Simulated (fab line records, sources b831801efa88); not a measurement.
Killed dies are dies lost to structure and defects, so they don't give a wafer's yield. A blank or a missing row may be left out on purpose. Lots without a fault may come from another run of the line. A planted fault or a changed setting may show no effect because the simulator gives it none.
fab line records | flow sky130
record lots=14 wafers=42 last_day=50
route steps=708 shown LDD_P@264 POLY_CUT@316 METAL1@437 PAD_OPEN@708
lots that met no fault: from a run of the same line without faults
start_h: hours from the record's first day to the start of the lot's first wafer shown | wait_h: hours since the lot's step before | " the same as in the row above | L1.1+2: a row that stands for several wafers | - no value, or no start given | * or withheld: withheld | < > ~ a bound
route shown NAME@n: a module of which the file shows steps, and the number in the route of the first | usual: mean/standard deviation of fault-free wafers | same: alike in all rows | chamber/n: place in a boat | sites: the reading at each site | _std_site: their standard deviation | _edge_site: outer sites' mean less inner sites' | radius_mm: how far each site lies from the wafer's centre | mask NAME#n: copy n | behind: the tool/chamber that last shaped the wafer | hold: why the lot was held/for how many hours/how that ended | device: the transistor (n, p or np) that didn't switch | end of line: the same wafers' tests at the end of the route | a step without rows: its recipe alone | killed: dies lost to structure and defects at the first sort, not the wafer's yield | map: a wafer's dies, x killed, . not, _ none there
set.NAME: the setting as run; set.NAME@STEP: as run at that earlier step | model.NAME: the simulator's own value behind a step, which no gauge read
steps of the route over a sample of lots; a table a step, a row a wafer
services: from which hour (start_h, from the record's first day; less than 0 if before it) a tool's chamber was out of use, for how many hours, and why
## steps
# step SKY_LDD_P_IMPLANT_09
# recipe species=BF2 energy_kev=25 dose_cm2=1e+13 tilt_deg=withheld
# columns lot.wafer tool chamber start_h wait_h
L767.1+2+3 implanter-02 0 431.02 0.0
L768.1+3+6 implanter-02 0 437.62 0.0
L769.4+5+6 implanter-03 0 452.20 0.1
L770.1+2+3 implanter-04 0 473.47 0.0
L773.1+2+5 implanter-03 0 482.72 0.0
L774.1+2+6 implanter-03 0 493.42 0.0
L777.3+4+6 implanter-02 0 527.24 0.1
L776.3+4+5 implanter-02 0 530.12 0.1
L780.1+3+4 implanter-03 0 550.89 0.0
L781.3+4+6 implanter-03 0 561.27 0.1
L782.3+4+6 implanter-03 0 562.22 0.1
L784.2+4+6 implanter-03 0 583.42 0.1
L789.1+2+4 implanter-03 0 619.22 0.0
L789.1+2+4 implanter-03 0 619.55 0.3
L790.1+4+5 implanter-04 0 627.62 0.0
L790.1+4+5 implanter-04 0 627.94 0.3
# step SKY_LDD_P_TW_MEAS_11
# usual LDD_P_TW=641/5.1
# columns lot.wafer tool chamber start_h wait_h LDD_P_TW
L767.1 film_metro-04 - 431.27 0.1 644
L767.2 " - " " 638
L767.3 " - " " 641
L768.1 film_metro-01 - 437.87 0.1 634
L768.3 " - " " 629
L768.6 " - " " 631
L769.4 film_metro-04 - 452.40 0.1 634
L769.5 " - " " 634
L769.6 " - " " 632
L770.1 film_metro-04 - 473.72 0.1 637
L770.2 " - " " 642
L770.3 " - " " 639
L773.1 film_metro-02 - 482.97 0.1 642
L773.2 " - " " 643
L773.5 " - " " 643
L774.1 film_metro-02 - 493.67 0.1 646
L774.2 " - " " 649
L774.6 " - " " 650
L777.3 film_metro-02 - 527.46 0.1 645
L777.4 " - " " 648
L777.6 " - " " 649
L776.3 film_metro-02 - 530.34 0.1 645
L776.4 " - " " 641
L776.5 " - " " 643
L780.1 film_metro-04 - 551.14 0.1 638
L780.3 " - " " 639
L780.4 " - " " 642
L781.3 film_metro-02 - 561.49 0.1 646
L781.4 " - " " 645
L781.6 " - " " 645
L782.3 film_metro-04 - 562.44 0.1 640
L782.4 " - " " 637
L782.6 " - " " 637
L784.2 film_metro-04 - 583.66 0.1 640
L784.4 " - " " 646
L784.6 " - " " 638
L789.1 film_metro-02 - 619.80 0.1 803
L789.2 " - " " 797
L789.4 " - " " 793
L789.1 film_metro-02 - 620.02 0.2 799
L789.2 " - " " 797
L789.4 " - " " 798
L790.1 film_metro-02 - 628.19 0.1 801
L790.4 " - " " 801
L790.5 " - " " 806
L790.1 film_metro-02 - 628.42 0.2 800
L790.4 " - " " 802
L790.5 " - " " 798
# step SKY_POLY_CUT_OVL_MEAS_09
# usual POLY_CUT_OVL=-1/5.8
# columns lot.wafer tool chamber start_h wait_h POLY_CUT_OVL[nm]
L767.1 overlay-01 - 555.64 0.1 0
L767.2 " - " " -10
L767.3 " - " " -2
L768.1 overlay-01 - 562.46 0.1 -2
L768.3 " - " " 11
L768.6 " - " " -1
L769.4 overlay-01 - 576.90 0.1 -8
L769.5 " - " " 8
L769.6 " - " " -8
L770.1 overlay-01 - 596.48 0.1 0
L770.2 " - " " -5
L770.3 " - " " -10
L773.1 overlay-01 - 604.79 0.1 -2
L773.2 " - " " -1
L773.5 " - " " -5
L774.1 overlay-01 - 616.11 0.1 6
L774.2 " - " " 6
L774.6 " - " " 12
L777.3 overlay-01 - 646.54 0.1 10
L777.4 " - " " 13
L777.6 " - " " 0
L776.3 overlay-01 - 649.80 0.1 -3
L776.4 " - " " -8
L776.5 " - " " -4
L780.1 overlay-01 - 669.36 0.1 15
L780.3 " - " " 1
L780.4 " - " " -5
L781.3 overlay-02 - 679.84 0.1 -1
L781.4 " - " " 1
L781.6 " - " " -2
L782.3 overlay-02 - 683.40 0.1 -4
L782.4 " - " " 4
L782.6 " - " " 2
L784.2 overlay-01 - 700.99 0.1 -7
L784.4 " - " " 3
L784.6 " - " " 0
L789.1 overlay-01 - 734.78 0.1 12
L789.2 " - " " -5
L789.4 " - " " 2
L790.1 overlay-02 - 742.68 0.1 -4
L790.4 " - " " -7
L790.5 " - " " -2
# step SKY_METAL1_SPUTTER_03
# recipe material=Ti target_thk_nm=5 power_w=3000 time_s=3.3 chamber_pressure_pa=0.4
# usual throttle_valve_pct=30.0/1.1
# columns lot.wafer tool chamber start_h wait_h throttle_valve_pct
L767.1 pvd_sputter-04 - 732.78 0.0 30.6
L767.2 " - " " 29.5
L767.3 " - " " 30.1
L768.1 pvd_sputter-03 - 740.32 0.0 30.9
L768.3 " - " " 29.0
L768.6 " - " " 31.7
L769.4 pvd_sputter-03 - 753.90 0.0 31.1
L769.5 " - " " 30.8
L769.6 " - " " 28.8
L770.1 pvd_sputter-03 - 770.75 0.0 31.7
L770.2 " - " " 28.5
L770.3 " - " " 30.7
L773.1 pvd_sputter-02 - 778.90 0.0 27.9
L773.2 " - " " 30.7
L773.5 " - " " 28.0
L774.1 pvd_sputter-04 - 788.77 0.0 29.5
L774.2 " - " " 28.4
L774.6 " - " " 29.4
L777.3 pvd_sputter-03 - 815.48 0.0 31.3
L777.4 " - " " 29.0
L777.6 " - " " 29.5
L776.3 pvd_sputter-03 - 820.60 0.0 28.8
L776.4 " - " " 29.6
L776.5 " - " " 31.0
L780.1 pvd_sputter-03 - 839.60 0.0 29.5
L780.3 " - " " 28.9
L780.4 " - " " 32.0
L781.3 pvd_sputter-03 - 847.56 0.0 31.7
L781.4 " - " " 28.9
L781.6 " - " " 29.6
L782.3 pvd_sputter-02 - 851.46 0.0 30.8
L782.4 " - " " 30.1
L782.6 " - " " 30.8
L784.2 pvd_sputter-03 - 868.81 0.0 28.9
L784.4 " - " " 31.0
L784.6 " - " " 29.7
L789.1 pvd_sputter-03 - 900.19 0.0 28.7
L789.2 " - " " 31.5
L789.4 " - " " 29.8
L790.1 pvd_sputter-02 - 908.04 0.0 30.3
L790.4 " - " " 27.8
L790.5 " - " " 30.2
# step SKY_METAL1_OVL_MEAS_16
# usual METAL1_OVL=2/5.2
# columns lot.wafer tool chamber start_h wait_h METAL1_OVL[nm]
L767.1 overlay-02 - 760.63 0.1 -4
L767.2 " - " " 0
L767.3 " - " " 2
L768.1 overlay-02 - 767.29 0.1 4
L768.3 " - " " 7
L768.6 " - " " 5
L769.4 overlay-02 - 780.95 0.1 -7
L769.5 " - " " 5
L769.6 " - " " -2
L770.1 overlay-02 - 797.59 0.1 -6
L770.2 " - " " 1
L770.3 " - " " 0
L773.1 overlay-02 - 805.78 0.1 -3
L773.2 " - " " -2
L773.5 " - " " -3
L774.1 overlay-01 - 815.28 0.1 6
L774.2 " - " " -6
L774.6 " - " " 2
L777.3 overlay-01 - 840.85 0.1 1
L777.4 " - " " 14
L777.6 " - " " 12
L776.3 overlay-01 - 847.09 0.1 -4
L776.4 " - " " -3
L776.5 " - " " 3
L780.1 overlay-02 - 865.78 0.1 3
L780.3 " - " " 0
L780.4 " - " " 4
L781.3 overlay-02 - 873.94 0.1 -2
L781.4 " - " " 2
L781.6 " - " " 2
L782.3 overlay-02 - 877.29 0.1 -2
L782.4 " - " " 3
L782.6 " - " " 8
L784.2 overlay-02 - 894.84 0.1 -2
L784.4 " - " " 0
L784.6 " - " " 1
L789.1 overlay-01 - 925.38 0.1 0
L789.2 " - " " 2
L789.4 " - " " 6
L790.1 overlay-02 - 932.23 0.1 9
L790.4 " - " " 5
L790.5 " - " " 4
# step SKY_PAD_OPEN_PROBE_99
# usual killed_at_M0_to_M3=43/7.2 killed_at_M4_up=3.2/1.8 killed_at_contacts=23/5.6 killed_at_front_end=15/4.6 killed_at_other=0.3/0.71 killed_dies=85/10 killed_on_rim=16/4.1 killed_open=46/7.8 killed_short=38/6.5
# same gross_dies=492 killed_at_back_side=0
# columns lot.wafer tool chamber start_h wait_h killed_at_M0_to_M3 killed_at_M4_up killed_at_contacts killed_at_front_end killed_at_other killed_dies killed_on_rim killed_open killed_short
L768.1 prober-02 - 1077.14 0.1 39 1 19 13 0 72 11 35 37
L768.3 prober-02 - 1077.24 0.2 43 3 26 14 1 87 17 50 36
L768.6 prober-02 - 1077.39 0.2 57 4 10 10 3 84 14 41 40
L770.1 prober-02 - 1102.91 0.1 43 2 17 6 0 68 17 35 32
L770.2 prober-02 - 1102.96 0.1 49 5 27 13 0 94 13 51 43
L770.3 prober-02 - 1103.01 0.2 39 5 18 16 0 78 18 40 37
L773.1 prober-02 - 1108.87 0.1 36 2 17 8 0 63 13 38 25
L773.2 prober-02 - 1108.92 0.1 54 3 20 14 0 91 19 49 41
L773.5 prober-02 - 1109.07 0.2 61 3 26 9 0 99 22 57 42
L777.3 prober-01 - 1134.95 0.2 30 3 24 19 0 76 17 41 35
L777.4 prober-01 - 1135.00 0.2 48 1 23 18 0 90 16 57 33
L777.6 prober-01 - 1135.10 0.2 44 1 17 15 0 77 14 40 37
L776.3 prober-02 - 1139.29 0.2 44 4 22 17 0 87 15 42 45
L776.4 prober-02 - 1139.34 0.2 40 4 19 16 1 80 12 32 46
L776.5 prober-02 - 1139.39 0.2 44 3 24 19 0 90 17 41 49
L781.3 prober-01 - 1157.04 0.2 56 5 29 8 0 98 23 53 41
L781.4 prober-01 - 1157.09 0.2 50 1 22 17 0 90 19 46 44
L781.6 prober-01 - 1157.19 0.2 36 2 33 7 0 78 16 50 28
L784.2 prober-02 - 1172.38 0.1 39 5 23 14 1 82 22 39 43
L784.4 prober-02 - 1172.48 0.2 45 5 24 15 0 89 16 47 42
L784.6 prober-02 - 1172.58 0.2 48 1 25 20 1 95 22 63 32
L789.4 prober-01 - 1194.33 0.2 37 3 9 16 1 66 16 39 27
# killed by level:class
L768.1 METAL1:geometric_particle:short=11 VIA3:geometric_particle:open=7 VIA1:geometric_particle:open=6 LI_CONTACT:geometric_particle:open=5 POLY_GATE:geometric_particle:short=4 LOCAL_INTERCONNECT:geometric_particle:short=4 CONTACT:geometric_particle:open=4 FIELD_ISO:geometric_particle:open=3
L768.3 CONTACT:geometric_particle:open=12 VIA1:geometric_particle:open=11 VIA3:geometric_particle:open=8 POLY_GATE:geometric_particle:open=5 METAL2:geometric_particle:short=5 FIELD_ISO:geometric_particle:short=4 LI_CONTACT:geometric_particle:short=4 LOCAL_INTERCONNECT:geometric_particle:short=4
L768.6 VIA1:geometric_particle:open=12 METAL2:geometric_particle:short=9 METAL1:geometric_particle:short=7 VIA3:geometric_particle:open=6 VIA2:geometric_particle:open=6 VIA3:geometric_particle:short=6 VIA1:geometric_particle:short=5 FIELD_ISO:geometric_particle:short=3
L770.1 METAL2:geometric_particle:short=7 LI_CONTACT:geometric_particle:open=6 VIA1:geometric_particle:open=6 METAL1:geometric_particle:short=5 METAL3:geometric_particle:short=5 CONTACT:geometric_particle:open=4 VIA2:geometric_particle:short=4 VIA3:geometric_particle:short=4
L770.2 VIA3:geometric_particle:open=10 LI_CONTACT:geometric_particle:open=8 CONTACT:geometric_particle:short=7 VIA1:geometric_particle:open=7 VIA2:geometric_particle:open=7 CONTACT:geometric_particle:open=6 METAL2:geometric_particle:short=6 METAL1:geometric_particle:short=5
L770.3 VIA1:geometric_particle:open=14 LI_CONTACT:geometric_particle:open=7 FIELD_ISO:geometric_particle:open=5 FIELD_ISO:geometric_particle:short=5 METAL1:geometric_particle:short=5 VIA2:geometric_particle:short=5 LOCAL_INTERCONNECT:geometric_particle:short=4 VIA1:geometric_particle:short=3
L773.1 VIA1:geometric_particle:open=10 CONTACT:geometric_particle:open=6 VIA2:geometric_particle:open=6 LI_CONTACT:geometric_particle:open=4 LOCAL_INTERCONNECT:geometric_particle:short=4 METAL3:geometric_particle:short=4 VIA2:geometric_particle:short=3 METAL1:geometric_particle:short=3
L773.2 VIA1:geometric_particle:open=9 LI_CONTACT:geometric_particle:open=8 VIA2:geometric_particle:open=8 METAL1:geometric_particle:short=7 CONTACT:geometric_particle:open=6 VIA1:geometric_particle:short=6 METAL2:geometric_particle:short=5 FIELD_ISO:geometric_particle:open=4
L773.5 VIA1:geometric_particle:open=15 VIA2:geometric_particle:open=14 VIA3:geometric_particle:open=9 CONTACT:geometric_particle:short=8 LI_CONTACT:geometric_particle:open=7 CONTACT:geometric_particle:open=7 VIA1:geometric_particle:short=6 METAL2:geometric_particle:short=6
L777.3 LI_CONTACT:geometric_particle:open=7 FIELD_ISO:geometric_particle:open=5 CONTACT:geometric_particle:open=5 VIA2:geometric_particle:open=5 FIELD_ISO:geometric_particle:short=4 LI_CONTACT:geometric_particle:short=4 CONTACT:geometric_particle:short=4 VIA1:geometric_particle:open=4
L777.4 VIA2:geometric_particle:open=11 VIA3:geometric_particle:open=10 CONTACT:geometric_particle:open=9 VIA1:geometric_particle:open=7 POLY_GATE:geometric_particle:open=5 METAL1:geometric_particle:open=4 LI_CONTACT:geometric_particle:open=4 CONTACT:geometric_particle:short=4
L777.6 VIA1:geometric_particle:open=9 VIA3:geometric_particle:open=8 CONTACT:geometric_particle:open=6 POLY_GATE:geometric_particle:short=5 VIA2:geometric_particle:open=5 LOCAL_INTERCONNECT:geometric_particle:short=5 VIA2:geometric_particle:short=5 VIA1:geometric_particle:short=4
L776.3 CONTACT:geometric_particle:open=9 FIELD_ISO:geometric_particle:short=7 VIA3:geometric_particle:open=7 METAL1:geometric_particle:short=6 VIA3:geometric_particle:short=5 LOCAL_INTERCONNECT:geometric_particle:short=5 VIA1:geometric_particle:open=5 METAL2:geometric_particle:short=5
L776.4 VIA1:geometric_particle:short=9 CONTACT:geometric_particle:short=7 METAL1:geometric_particle:short=6 VIA1:geometric_particle:open=6 CONTACT:geometric_particle:open=5 LI_CONTACT:geometric_particle:open=5 FIELD_ISO:geometric_particle:short=4 VIA2:geometric_particle:open=4
L776.5 METAL2:geometric_particle:short=10 VIA3:geometric_particle:open=8 LI_CONTACT:geometric_particle:short=7 LI_CONTACT:geometric_particle:open=7 CONTACT:geometric_particle:short=5 VIA1:geometric_particle:open=5 VIA1:geometric_particle:short=5 SPACER:geometric_particle:open=4
L781.3 CONTACT:geometric_particle:open=11 VIA1:geometric_particle:open=10 LI_CONTACT:geometric_particle:open=8 VIA3:geometric_particle:open=8 VIA2:geometric_particle:short=6 CONTACT:geometric_particle:short=5 VIA1:geometric_particle:short=5 VIA2:geometric_particle:open=5
L781.4 VIA1:geometric_particle:open=11 METAL1:geometric_particle:short=10 CONTACT:geometric_particle:open=10 METAL2:geometric_particle:short=9 LI_CONTACT:geometric_particle:open=8 FIELD_ISO:geometric_particle:short=5 VIA2:geometric_particle:short=5 VIA3:geometric_particle:open=5
L781.6 CONTACT:geometric_particle:open=15 LI_CONTACT:geometric_particle:open=9 VIA3:geometric_particle:open=6 VIA1:geometric_particle:short=6 VIA1:geometric_particle:open=6 VIA3:geometric_particle:short=5 LOCAL_INTERCONNECT:geometric_particle:open=4 VIA2:geometric_particle:open=4
L784.2 VIA1:geometric_particle:open=9 LI_CONTACT:geometric_particle:open=7 METAL2:geometric_particle:short=7 CONTACT:geometric_particle:open=6 METAL1:geometric_particle:short=5 FIELD_ISO:geometric_particle:short=4 POLY_GATE:geometric_particle:open=4 LI_CONTACT:geometric_particle:short=4
L784.4 VIA1:geometric_particle:open=9 CONTACT:geometric_particle:open=8 METAL1:geometric_particle:short=7 VIA2:geometric_particle:open=7 LI_CONTACT:geometric_particle:open=6 VIA3:geometric_particle:short=6 FIELD_ISO:geometric_particle:open=5 METAL2:geometric_particle:short=5
L784.6 VIA1:geometric_particle:open=15 CONTACT:geometric_particle:open=13 VIA2:geometric_particle:open=9 METAL2:geometric_particle:short=7 FIELD_ISO:geometric_particle:open=6 FIELD_ISO:geometric_particle:short=6 LI_CONTACT:geometric_particle:open=6 VIA3:geometric_particle:open=4
L789.4 VIA1:geometric_particle:open=11 VIA3:geometric_particle:open=5 VIA2:geometric_particle:open=5 POLY_GATE:geometric_particle:open=4 POLY_GATE:geometric_particle:short=4 METAL2:geometric_particle:short=4 FIELD_ISO:geometric_particle:short=3 FIELD_ISO:geometric_particle:open=3
## services
# columns tool chamber start_h hours kind
implanter-04 - 407.37 2.7 pm
implanter-04 - 422.79 1.1 repair
implanter-03 - 438.81 4.8 pm
implanter-02 - 472.57 3.2 repair
implanter-02 - 480.36 20.3 repair
implanter-02 - 508.23 5.4 pm
pvd_sputter-03 - 532.80 5.2 repair
implanter-03 - 534.14 2.4 pm
pvd_sputter-03 - 552.03 1.1 repair
implanter-02 - 560.86 6.7 pm
implanter-02 - 576.09 10.4 repair
implanter-04 - 582.56 1.3 repair
implanter-02 - 614.43 71.7 pm
pvd_sputter-02 - 617.58 1.9 repair
implanter-04 - 669.92 3.7 pm
pvd_sputter-03 - 712.67 1.9 repair
implanter-02 - 785.41 27.4 pm
implanter-03 - 788.06 13.2 pm
implanter-04 - 794.76 1.1 repair
pvd_sputter-03 - 806.46 5.6 repair
pvd_sputter-02 - 819.61 9.3 repair
pvd_sputter-02 - 821.36 15.1 repair
implanter-02 - 828.08 3.1 repair
implanter-02 - 895.87 2.1 repair
## key
first_sign step=SKY_LDD_P_IMPLANT_09 reading=visit direction=added
effect step=SKY_LDD_P_TW_MEAS_11 reading=visit direction=added
effect step=SKY_LDD_P_TW_MEAS_11 reading=LDD_P_TW direction=up sigmas=31 usual=641 struck=800
met_at SKY_LDD_P_IMPLANT_09
struck_lots L789,L790
rows_end L789.1,L790.5
tester_left_out L789,L790
not_acting_at SKY_POLY_CUT_OVL_MEAS_09,SKY_METAL1_SPUTTER_03,SKY_METAL1_OVL_MEAS_16
fault kind=repeated_step_whole tool=implanter-02,implanter-03,implanter-04 chamber=- onset_h=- steps=SKY_LDD_P_IMPLANT_09 times=1 scope=struck_lots_only
# tester_left_out: of these lots the tester's yield and bins aren't shown, on N5 and GAA mostly nor the transistor test; their killed dies are dies lost to structure and defects alone, not to doping, threshold or leakage, so they don't give the yield
# rows_end: these wafers met a further fault down the route, and their rows from its step on are left out
